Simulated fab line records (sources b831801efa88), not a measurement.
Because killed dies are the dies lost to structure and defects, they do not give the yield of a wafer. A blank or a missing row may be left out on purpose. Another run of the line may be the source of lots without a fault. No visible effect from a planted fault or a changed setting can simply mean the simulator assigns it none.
One fault through the eyes of 2 desks / flow gf180mcu / every desk sees just its own numbers, and what lay behind them comes last

== THE TOOL OWNER'S DESK: iline-stepper-02 ==
The tool's own readings at GF_MVPSD_EXPOSE_04 (exposes mask MVPSD, target cd 1000 nm): means of the sampled wafers that have a number, for each lot that ran on this tool. A lot is out of limits, marked OUT, if its mean lies more than 4 standard deviations from the usual mean; the brackets give that distance.
Columns: A = reticle-temp-C at GF_MVPSD_EXPOSE_04, usual 23.01 C
lot=L332; first seen here=day 4 22:20; A=23.09
lot=L334; first seen here=day 5 18:43; A=23.07
lot=L337; first seen here=day 6 04:42; A=23.00
lot=L338; first seen here=day 6 12:55; A=22.92
lot=L347; first seen here=day 8 16:11; A=23.14
lot=L351; first seen here=day 9 16:19; A=22.97
Finding of this desk: none of the 6 lots has anything out of limits.

== THE METROLOGY DESK ==
Means of the sampled wafers that have a number, per lot and without regard to the tool the lot ran on: this is what the gauges read. A lot is out of limits, marked OUT, if its mean lies more than 4 standard deviations from the usual mean; the brackets give that distance.
Columns: A = MVPSD_OVL at GF_MVPSD_OVL_MEAS_07, usual -0.7 nm; B = cd-nm at GF_HV_LDD_CD_MEAS_31, usual 400.4 nm
lot=L332; first seen here=day 5 04:41; A=-1.7; B=398.4
lot=L333; first seen here=day 5 17:56; A=-1.8; B=404.7
lot=L335; first seen here=day 6 00:11; A=1.8; B=399.6
lot=L334; first seen here=day 6 01:38; A=-1.3; B=400.4
lot=L337; first seen here=day 6 11:53; A=-1.0; B=401.6
lot=L338; first seen here=day 6 20:38; A=-2.8; B=401.4
lot=L340; first seen here=day 7 03:44; A=-0.2; B=402.0
lot=L345; first seen here=day 8 18:11; A=-0.8; B=403.3
lot=L346; first seen here=day 8 22:35; A=0.7; B=400.6
lot=L347; first seen here=day 9 00:29; A=-76.3 (-54) OUT; B=397.6
lot=L351; first seen here=day 10 00:33; A=-75.1 (-53) OUT; B=397.9
lot=L354; first seen here=day 10 16:32; A=0.8; B=396.9
Finding of this desk: L347, L351 out of limits, first seen on L347 at day 9 00:29 (MVPSD_OVL at GF_MVPSD_OVL_MEAS_07). L332, L333, L335, L334, L337, L338, L340, L345, L346, L354: within limits.

== BROUGHT TOGETHER ==
The metrology desk could have raised an alarm at day 9 00:29, on L347, L351.
The desk of the tool owner found nothing out of limits.
Tool owner's desk: L347, L351 on record, inside its limits.
GF_MVPSD_EXPOSE_04 was run on iline-stepper-02 by each of the lots named.

== WHAT HAD BEEN PUT IN BY THE SIMULATOR ==
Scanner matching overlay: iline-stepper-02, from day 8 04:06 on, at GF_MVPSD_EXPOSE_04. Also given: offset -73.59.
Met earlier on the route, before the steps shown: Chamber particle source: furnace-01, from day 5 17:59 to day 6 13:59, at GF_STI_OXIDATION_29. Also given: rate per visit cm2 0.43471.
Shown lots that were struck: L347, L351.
Time in hours between the start of the fault and the first out-of-limits reading at each desk: metrology desk, 20.
